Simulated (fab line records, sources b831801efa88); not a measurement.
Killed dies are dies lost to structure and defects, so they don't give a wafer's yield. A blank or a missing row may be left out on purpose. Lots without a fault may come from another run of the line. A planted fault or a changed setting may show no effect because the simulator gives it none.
Split-lot experiment | flow sky130 | 5 lots, 23 wafers read, on a route of 708 steps

THE SPLIT
At SKY_PWDE_IMPLANT_08, the setting energy_kev was moved away from the recipe's 150 on 9 of the 23 wafers read, by -3.7% to +3.3%. The other wafers ran this setting at the recipe's value.

The reading is taken at the split's own step.

THE READING
implant.drp_nm (the simulator's own value, which no gauge read), in nm, at SKY_PWDE_IMPLANT_08. The file gives no usual value for it.

wafer  | tool, chamber at the split | energy_kev as run | against the recipe | implant.drp_nm, nm | against lot-mates on the recipe
L074.1 | implanter-04, 0            | 144.5             | -3.7%              | 96.6               | -1.37
L074.5 | implanter-04, 0            | 144.5             | -3.7%              | 96.6               | -1.37
L074.6 | implanter-04, 0            | 144.5             | -3.7%              | 96.6               | -1.37
L074.2 | implanter-04, 0            | 150               | recipe             | 97.97              | -
L074.4 | implanter-04, 0            | 150               | recipe             | 97.97              | -
L078.1 | implanter-04, 0            | 154.9             | +3.3%              | 99.28              | +1.31
L078.3 | implanter-04, 0            | 154.9             | +3.3%              | 99.28              | +1.31
L078.6 | implanter-04, 0            | 154.9             | +3.3%              | 99.28              | +1.31
L078.2 | implanter-04, 0            | 150               | recipe             | 97.97              | -
L078.5 | implanter-04, 0            | 150               | recipe             | 97.97              | -
L080.1 | implanter-04, 0            | 150               | recipe             | 97.97              | -
L080.3 | implanter-04, 0            | 150               | recipe             | 97.97              | -
L080.6 | implanter-04, 0            | 150               | recipe             | 97.97              | -
L082.1 | implanter-04, 0            | 154               | +2.7%              | 99.04              | +1.07
L082.4 | implanter-04, 0            | 154               | +2.7%              | 99.04              | +1.07
L082.6 | implanter-04, 0            | 154               | +2.7%              | 99.04              | +1.07
L082.3 | implanter-04, 0            | 150               | recipe             | 97.97              | -
L082.5 | implanter-04, 0            | 150               | recipe             | 97.97              | -
L085.1 | implanter-04, 0            | 150               | recipe             | 97.97              | -
L085.2 | implanter-04, 0            | 150               | recipe             | 97.97              | -
L085.4 | implanter-04, 0            | 150               | recipe             | 97.97              | -
L085.5 | implanter-04, 0            | 150               | recipe             | 97.97              | -
L085.6 | implanter-04, 0            | 150               | recipe             | 97.97              | -

THE FIT
A straight line over all 23 wafers: implant.drp_nm changes by +0.388 nm for each +1% of energy_kev; r = +1.00; the points scatter about the line by 0.023 nm.
The same after taking each lot's own level away (the mean of its wafers on the recipe; 23 wafers): +0.388 nm for each +1%; r = +1.00; scatter 0.023 nm.
On that fit, the largest move of energy_kev shifts the reading by 1.4 nm.
The lots' own levels span 97.970 to 97.970 nm.
So the lot-to-lot level changes the slope little: the two slopes agree.
Check: with one of the wafers moved furthest among these (-3.7%) left out of the fit, the line predicts -1.42 nm for it against its lot-mates. It came out at -1.37 nm against them.

OTHER SPLITS ON THESE WAFERS
These wafers also went through other splits before the reading. Each is held against what the fit with the lots' levels taken away leaves over:
other split on the same wafers       | wafers away from the commonest value | r with implant.drp_nm (lot level and that fit taken away)
SKY_FIELD_ISO_OXIDATION_01 temp_c    | 15                                   | +0.08
SKY_FIELD_ISO_EXPOSE_10 dose_mj      | 11                                   | -0.28
SKY_FIELD_ISO_ETCH_17 icp_w          | 8                                    | -0.39
SKY_FIELD_ISO_OXIDATION_22 ox_time_s | 10                                   | +0.26
SKY_NWELL_OXIDATION_01 temp_c        | 10                                   | +0.46

THE WHOLE CHAIN: every reading that the file lists as answering this split, in the file's order
step                | what it does | reading                                                         | change (the file's fit)              | r (the file's)
SKY_PWDE_IMPLANT_08 |              | implant.rp_nm (the simulator's own value, which no gauge read)  | +3.4 nm for each +1% of the setting  | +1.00
SKY_PWDE_IMPLANT_08 |              | implant.drp_nm (the simulator's own value, which no gauge read) | +0.39 nm for each +1% of the setting | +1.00

THE FILE'S OWN FIT
implant.drp_nm changes by +0.39 nm for each +1% of energy_kev, r = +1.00.
